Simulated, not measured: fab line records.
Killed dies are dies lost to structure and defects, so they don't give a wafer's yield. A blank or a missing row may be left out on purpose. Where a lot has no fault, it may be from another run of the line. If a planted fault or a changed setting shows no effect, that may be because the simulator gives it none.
2 desks, one fault    flow sfq_line    numbers are kept per desk, each desk with only its own; the story behind them comes last

## FROM THE METROLOGY DESK
Means of the sampled wafers that have a number, per lot and without regard to the tool the lot ran on: this is what the gauges read. A lot is out of limits, marked OUT, if its mean lies more than 4 standard deviations from the usual mean; the brackets give that distance.
Columns: A = C5_OVL at SFQ_C5_OVL_MEAS_937, usual 1 nm; B = M6_NB_RS at SFQ_M6_RS_MEAS_938, usual 0.888 ohm/sq
lot   first seen here  A   B
L289  day 61 19:47     6   0.883
L290  day 61 23:23     4   0.881
L291  day 62 07:23     0   0.905
L292  day 62 08:35     -5  0.887
L293  day 72 17:25     5   0.904
L299  day 77 03:08     -5  0.886
L302  day 77 12:59     4   0.879
L304  day 77 17:47     -9  0.875
L306  day 78 02:20     4   0.902
L307  day 78 02:53     8   0.890
L309  day 78 12:29     -3  0.887
L311  day 78 17:17     -2  0.889
L312  day 78 22:05     5   0.890
This desk found nothing out of limits on any of the 13 lots.

## TOOL OWNER'S DESK, rie_diel-02
The tool's own readings at SFQ_TRILAYER_I4_VIA_ETCH_VIA_ETCH_106 (etches SiO2 in CHF3, stops on Nb, target depth 260 nm): means of the sampled wafers that have a number, for each lot that ran on this tool. A lot is out of limits, marked OUT, if its mean lies more than 4 standard deviations from the usual mean; the brackets give that distance.
Columns: A = bias_w at SFQ_TRILAYER_I4_VIA_ETCH_VIA_ETCH_106, usual 80.03 W; B = drypump_motor_current_A at SFQ_TRILAYER_I4_VIA_ETCH_VIA_ETCH_106, usual 5.6 A; C = oes_product_au at SFQ_TRILAYER_I4_VIA_ETCH_VIA_ETCH_106, usual 0.856 a.u.
lot   first seen here  A                 B    C
L291  day 55 09:06     79.90             5.4  0.852
L293  day 56 23:26     80.08             5.3  0.850
L302  day 59 12:45     78.65 (-5.5) OUT  5.2  0.867
This desk's verdict: out of limits on L302, starting with L302 at day 59 12:45 (bias_w at SFQ_TRILAYER_I4_VIA_ETCH_VIA_ETCH_106). Within limits: L291, L293.

## BROUGHT TOGETHER
At day 59 12:45, on L302, the tool owner's desk was in a position to raise an alarm.
At the metrology desk, nothing out of limits was observed.
The metrology desk has L302 on record, within its limits.
Every lot named ran SFQ_TRILAYER_I4_VIA_ETCH_VIA_ETCH_106 on rie_diel-02.

## WHAT THE SIMULATOR HAD PUT IN
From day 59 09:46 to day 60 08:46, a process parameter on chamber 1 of rie_diel-02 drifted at SFQ_TRILAYER_I4_VIA_ETCH_VIA_ETCH_106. Setting bias_w, moved by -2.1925, from 80. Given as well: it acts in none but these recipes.
Shown lots that were struck: L302.
Hours from the fault's start to each desk's first reading out of limits: the tool owner's desk, 3.
